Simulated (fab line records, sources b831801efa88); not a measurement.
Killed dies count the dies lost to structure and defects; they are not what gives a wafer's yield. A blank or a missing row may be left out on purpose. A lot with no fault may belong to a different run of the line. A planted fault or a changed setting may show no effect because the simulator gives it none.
Problem report, 8D (eight disciplines) form, completed by code    flow sky130    the parts of the form that need people (team, actions taken, sign-off) are left out

== 1. THE PROBLEM ==
Mean of killed_at_front_end at SKY_PAD_OPEN_PROBE_99: 78 across 3 wafers in 2 lots; on wafers with no fault it is 15 (standard deviation 4.7). That is +13 standard deviations from the usual mean.
First seen on wafer L963.3, day 48 22:17, on prober-02. Wafers with a number at this step in the record: 18, from 6 lots. By rule, "out" or "out of limits" means more than 4 standard deviations away from the usual mean. The other wafers with a number count as sound.

== 2. WHAT IT IS AND WHAT IT IS NOT ==
question                     is                                is not
which readings at this step  killed_at_front_end, killed_dies  killed_at_M0_to_M3, killed_at_M4_up, killed_at_contacts, killed_at_other, killed_open, killed_short
which lots                   L963, L964                        L949, L950, L951, L954
which wafers of those lots   L963.3, L963.5, L964.4            L963.6, L964.1, L964.3
read on which tools          prober-01, prober-02              -
when                         from day 48 22:17                 up to then (12 sound wafers); but 3 sound wafers of L963, L964 came after

== 3. WHAT RULES OUT EACH SUSPECT ==
Counting: a tool at a process step up to the reading stays a suspect if it ran every lot that is out. Sound lots after the first of them don't rule it out here, since some wafers of a struck lot are sound.
- rie_diel-04 at SKY_SPACER_ETCHBACK_02 (etches Si3N4 in CH3F/O2, stops on SiO2, time 46.7 s, target depth 45 nm): kept. It ran every lot that is out, first L963 (day 27 12:34); its last sound lot up to then is L949 (day 22 15:16).
- rie_diel-02 at SKY_POLY_CUT_ETCH_11 (etches Si3N4 in CF4/CH2F2/Ar, stops on poly-Si, time 42.5 s, target depth 60 nm): kept. It ran every lot that is out, first L963 (day 28 17:19).
- In rie_diel-04 at SKY_SPACER_ETCHBACK_02, the wafers that are out were processed in chamber 0 and their sound lot-mates in chambers 1, 3.
What counting leaves: rie_diel-04 at SKY_SPACER_ETCHBACK_02 and rie_diel-02 at SKY_POLY_CUT_ETCH_11.

== 4. THE CAUSE (what the simulator had put in) ==
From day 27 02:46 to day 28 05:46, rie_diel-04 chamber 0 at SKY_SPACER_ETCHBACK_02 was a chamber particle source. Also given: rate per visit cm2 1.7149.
This tool is one of the 2 suspects left after counting.

== 5. SEQUENCE OF EFFECTS, ordered by route ==
Rows list readings where the struck wafers' mean (over those with a number) sits beyond 3 standard deviations from the usual. Scope: only readings with a usual standard deviation given in the record; hours: median across lots of the time from each lot's start at the first step in this table that gives one to its start at this step; sigmas: change in usual standard deviations.
hours  step                   reading              usual  on struck wafers  change  sigmas
0      SKY_PAD_OPEN_PROBE_99  killed_at_front_end  15     78                +63     +13
0      SKY_PAD_OPEN_PROBE_99  killed_dies          85     137               +52     +5.2
Its process steps:
- SKY_PAD_OPEN_PROBE_99

== 6. HOW IT WOULD HAVE BEEN CAUGHT EARLIER ==
In this record no reading fell out of limits until day 48 22:17, 524 hours after the fault had begun at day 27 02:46.
No tool reading at SKY_SPACER_ETCHBACK_02 that has a usual standard deviation in the record was out on any struck wafer, so an alarm limit of 4 standard deviations on those readings would not have fired.
By day 48 22:17 the whole set of lots that are out, 2 in number, had already begun SKY_SPACER_ETCHBACK_02 on rie_diel-04. Had the tool been put on hold then, not one of them would have been saved.
